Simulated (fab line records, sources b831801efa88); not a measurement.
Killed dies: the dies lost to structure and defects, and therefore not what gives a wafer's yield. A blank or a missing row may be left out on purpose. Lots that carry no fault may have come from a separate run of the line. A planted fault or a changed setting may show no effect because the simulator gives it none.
A sampling plan put to the test -- flow sky130 -- one fab line, 14 faults that these records tell of, each judged on the records of the lots that it struck
The plan consists of the line's own looks: route steps at which the wafer is read by a gauge or an inspection but not changed. A look is open to judgement when struck wafers have a number at it and the file gives its usual mean and standard deviation on fault-free wafers. Caught: a look later than the fault's first step finds the struck wafers' mean 4 or more of those standard deviations (sigma) from the usual mean. On the tool: here the same test is run on the tool's own readings at the fault's steps. A different recipe on the struck wafers counts as caught too, as does a record blank only for those wafers.

## THE FAULTS, as the simulator had put them in
1. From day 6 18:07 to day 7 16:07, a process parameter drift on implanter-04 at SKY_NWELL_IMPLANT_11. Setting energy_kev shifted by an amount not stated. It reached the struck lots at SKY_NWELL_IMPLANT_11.
2. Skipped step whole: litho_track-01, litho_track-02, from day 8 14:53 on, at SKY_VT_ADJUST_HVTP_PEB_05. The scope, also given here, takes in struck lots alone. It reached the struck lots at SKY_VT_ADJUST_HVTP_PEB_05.
3. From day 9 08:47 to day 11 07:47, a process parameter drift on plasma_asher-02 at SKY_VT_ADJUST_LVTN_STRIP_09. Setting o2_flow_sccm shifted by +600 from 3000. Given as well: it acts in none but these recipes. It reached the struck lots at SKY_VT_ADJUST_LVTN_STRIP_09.
4. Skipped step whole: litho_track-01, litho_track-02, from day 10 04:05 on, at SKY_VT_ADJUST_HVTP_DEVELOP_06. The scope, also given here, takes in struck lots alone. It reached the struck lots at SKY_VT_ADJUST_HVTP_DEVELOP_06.
5. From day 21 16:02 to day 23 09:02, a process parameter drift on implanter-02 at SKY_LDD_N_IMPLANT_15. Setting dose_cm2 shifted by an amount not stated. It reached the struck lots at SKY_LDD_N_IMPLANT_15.
6. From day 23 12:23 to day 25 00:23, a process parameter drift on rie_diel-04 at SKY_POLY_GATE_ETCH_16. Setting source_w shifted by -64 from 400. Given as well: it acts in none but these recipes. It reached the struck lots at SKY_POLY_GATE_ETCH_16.
7. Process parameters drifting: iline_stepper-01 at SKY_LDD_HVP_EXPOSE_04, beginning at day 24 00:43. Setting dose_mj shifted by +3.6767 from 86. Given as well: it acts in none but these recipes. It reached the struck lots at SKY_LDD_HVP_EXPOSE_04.
8. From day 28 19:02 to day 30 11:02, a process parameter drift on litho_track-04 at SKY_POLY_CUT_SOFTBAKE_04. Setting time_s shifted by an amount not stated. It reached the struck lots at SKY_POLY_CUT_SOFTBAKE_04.
9. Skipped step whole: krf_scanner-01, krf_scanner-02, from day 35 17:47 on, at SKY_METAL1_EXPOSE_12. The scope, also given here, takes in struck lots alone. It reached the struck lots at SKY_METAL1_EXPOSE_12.
10. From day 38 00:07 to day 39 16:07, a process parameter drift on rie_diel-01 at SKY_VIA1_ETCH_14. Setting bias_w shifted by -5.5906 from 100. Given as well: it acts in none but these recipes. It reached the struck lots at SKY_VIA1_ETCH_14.
11. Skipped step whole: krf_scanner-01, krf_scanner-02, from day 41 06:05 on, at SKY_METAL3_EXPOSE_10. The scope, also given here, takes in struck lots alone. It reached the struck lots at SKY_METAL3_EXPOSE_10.
12. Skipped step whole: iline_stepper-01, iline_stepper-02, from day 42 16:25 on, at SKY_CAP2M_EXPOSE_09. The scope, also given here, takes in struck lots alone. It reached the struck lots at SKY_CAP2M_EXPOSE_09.
13. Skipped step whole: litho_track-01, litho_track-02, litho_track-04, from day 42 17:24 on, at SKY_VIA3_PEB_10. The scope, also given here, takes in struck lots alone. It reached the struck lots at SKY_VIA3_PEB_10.
14. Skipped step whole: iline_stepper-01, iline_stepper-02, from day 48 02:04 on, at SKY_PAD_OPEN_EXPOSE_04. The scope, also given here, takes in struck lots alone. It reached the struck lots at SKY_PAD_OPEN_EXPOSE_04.

## WHAT THE PLAN SAW
fault,on the tool itself,first look that catches it,"reading, sigma",median hours from its first step to that look,hours from the fault's start to the first struck lot there,judged looks passed uncaught
1,beam_energy_keV +55 sigma,none of the 2 looks that can be judged after it,-,-,-,2
2,no reading that can be judged,no look after it can be judged,-,-,-,0
3,o2_flow_sccm +59 sigma,no look after it can be judged,-,-,-,0
4,the tool's record is blank for the struck wafers,no look after it can be judged,-,-,-,0
5,dose_ions_cm2 +99 or beyond sigma,no look after it can be judged,-,-,-,0
6,rf_fwd_power_W -45 sigma,none of the 2 looks that can be judged after it,-,-,-,2
7,exposure_dose_mJ_cm2 +42 sigma,no look after it can be judged,-,-,-,0
8,run_length_s +29 sigma,no look after it can be judged,-,-,-,0
9,no reading that can be judged,no look after it can be judged,-,-,-,0
10,bias_w -19 sigma,no look after it can be judged,-,-,-,0
11,no reading that can be judged,no look after it can be judged,-,-,-,0
12,no reading that can be judged,no look after it can be judged,-,-,-,0
13,no reading that can be judged,no look after it can be judged,-,-,-,0
14,no reading that can be judged,no look after it can be judged,-,-,-,0
A dash: this means the fault isn't caught or the number doesn't appear in these records.

Caught at a look: 0 of 14. Caught on the tool: 8 of 14. By one or the other: 8 of 14.
Caught on the tool alone: faults 1, 3, 4, 5, 6, 7, 8, 10.
Caught by neither: faults 2, 9, 11, 12, 13, 14.
